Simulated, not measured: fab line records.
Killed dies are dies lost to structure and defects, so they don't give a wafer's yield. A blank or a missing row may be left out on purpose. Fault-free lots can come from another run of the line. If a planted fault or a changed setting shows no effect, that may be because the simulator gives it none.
Check of tool commonality -- flow gf180mcu -- 12 lots and 36 wafers in the sample

WHAT PROMPTED THE OPENING
At GF_CONTACT_RS_MEAS_25 the reading CONTACT_W_RS is flagged on 2 of 12 lots. Fault-free wafers read 0.385 ohm/sq, with a standard deviation of 0.004.
Rule: flag the lot when none of its wafers has a number, or when each of its wafers that has one lies beyond 4 standard deviations from that mean. As for the other lots, they are considered sound.

lot,measured,on,"CONTACT_W_RS (ohm/sq), wafer by wafer",flag
L127,day 17 07:28,filmMetro-03,0.382 0.389 0.379,
L128,day 17 18:59,filmMetro-04,0.381 0.384 0.381,
L129,day 18 03:58,filmMetro-01,0.390 0.386 0.392,
L130,day 18 09:02,filmMetro-04,0.394 0.385 0.384,
L131,day 19 01:57,filmMetro-01,0.320 0.320 0.321,FLAGGED
L134,day 20 02:17,filmMetro-04,0.321 0.317 0.321,FLAGGED
L141,day 22 15:44,filmMetro-03,0.384 0.383 0.382,
L142,day 22 20:36,filmMetro-03,0.385 0.388 0.378,
L143,day 23 07:16,filmMetro-01,0.383 0.387 0.390,
L144,day 23 12:01,filmMetro-01,0.378 0.378 0.383,
L146,day 24 03:42,filmMetro-03,0.390 0.390 0.390,
L147,day 24 11:58,filmMetro-03,0.384 0.386 0.385,
The numbers of the flagged lots are 0.320 ohm/sq on average: -0.065 ohm/sq against the usual, or -16 standard deviations.

LOT BY LOT: THE TOOL USED
3 process steps preceding the reading are held in the record, out of 602 steps in the route. Every cell lists first the tool, next ch and the chambers used by the sampled wafers, and last the start.
lot,flag,GF_SALICIDE_RTA_08,GF_CONTACT_CMP_04,GF_CONTACT_CVD_24
L127,,"rtpAnneal-01 ch 0, day 16 07:05","cmp-01 ch 0,2, day 16 07:26","cvdW-02 ch 0, day 17 07:22"
L128,,"rtpAnneal-02 ch 0, day 16 18:14","cmp-01 ch 2,3, day 16 18:34","cvdW-02 ch 0, day 17 18:53"
L129,,"rtpAnneal-02 ch 0, day 17 02:40","cmp-01 ch 0,1,3, day 17 02:59","cvdW-01 ch 0,1, day 18 03:52"
L130,,"rtpAnneal-01 ch 0, day 17 07:41","cmp-02 ch 0,1,2, day 17 08:01","cvdW-01 ch 0,1, day 18 08:56"
L131,FLAGGED,"rtpAnneal-02 ch 0, day 17 21:37","cmp-02 ch 0,1,3, day 18 00:29","cvdW-01 ch 0,1, day 19 01:51"
L134,FLAGGED,"rtpAnneal-02 ch 0, day 19 00:03","cmp-01 ch 1,2, day 19 00:23","cvdW-01 ch 0,1, day 20 02:11"
L141,,"rtpAnneal-01 ch 0, day 21 14:29","cmp-02 ch 1,2,3, day 21 14:48","cvdW-01 ch 0,1, day 22 15:37"
L142,,"rtpAnneal-01 ch 0, day 21 19:37","cmp-02 ch 1,2, day 21 20:02","cvdW-01 ch 0,1, day 22 20:30"
L143,,"rtpAnneal-01 ch 0, day 22 07:05","cmp-01 ch 1,2,3, day 22 07:32","cvdW-02 ch 0,1, day 23 07:10"
L144,,"rtpAnneal-02 ch 0, day 22 11:55","cmp-01 ch 0,3, day 22 12:13","cvdW-01 ch 0,1, day 23 11:55"
L146,,"rtpAnneal-02 ch 0, day 23 03:05","cmp-01 ch 0,1,3, day 23 03:29","cvdW-02 ch 0,1, day 24 03:35"
L147,,"rtpAnneal-02 ch 0, day 23 11:45","cmp-01 ch 0,1,2, day 23 12:13","cvdW-02 ch 0,1, day 24 11:51"
These steps, and what they do:
- GF_SALICIDE_RTA_08: time 30 s.
- GF_CONTACT_CMP_04: polishes SiO2.
- GF_CONTACT_CVD_24: deposits W, target thk 300 nm, time 90.339 s.
- GF_CONTACT_RS_MEAS_25: measures by four-point-probe.

FLAGGED AGAINST TOTAL, ONE TOOL AT A TIME (gauges that did the reading follow at the end)
step,tool,lots run,flagged,share of the flagged lots,sound lots run after its first flagged lot
GF_SALICIDE_RTA_08,rtpAnneal-01,5,0,none,-
GF_SALICIDE_RTA_08,rtpAnneal-02,7,2,all,"3 (L144,L146,L147)"
GF_CONTACT_CMP_04,cmp-01,8,1,some,"4 (L143,L144,L146,L147)"
GF_CONTACT_CMP_04,cmp-02,4,1,some,"2 (L141,L142)"
GF_CONTACT_CVD_24,cvdW-01,7,2,all,"3 (L141,L142,L144)"
GF_CONTACT_CVD_24,cvdW-02,5,0,none,-
GF_CONTACT_RS_MEAS_25,filmMetro-01,4,1,some,"2 (L143,L144)"
GF_CONTACT_RS_MEAS_25,filmMetro-03,5,0,none,-
GF_CONTACT_RS_MEAS_25,filmMetro-04,3,1,some,0

WHAT THE TABLE PERMITS
2 rows of the table ran every flagged lot: rtpAnneal-02 at GF_SALICIDE_RTA_08, cvdW-01 at GF_CONTACT_CVD_24.
- rtpAnneal-02 at GF_SALICIDE_RTA_08 ran 7 lots, 2 of them flagged. Sound lots ran on it after the first flagged one (L144, L146, L147), which a lasting fault on the whole tool wouldn't allow.
- cvdW-01 at GF_CONTACT_CVD_24 ran 7 lots, 2 of them flagged. Sound lots ran on it after the first flagged one (L141, L142, L144), which a lasting fault on the whole tool wouldn't allow. Its own readings lie more than 4 standard deviations out on every wafer of the flagged lots: susceptorTempC.
Every row of the table either missed a flagged lot or ran a sound lot after the first.

WHAT HAD BEEN PUT IN BY THE SIMULATOR
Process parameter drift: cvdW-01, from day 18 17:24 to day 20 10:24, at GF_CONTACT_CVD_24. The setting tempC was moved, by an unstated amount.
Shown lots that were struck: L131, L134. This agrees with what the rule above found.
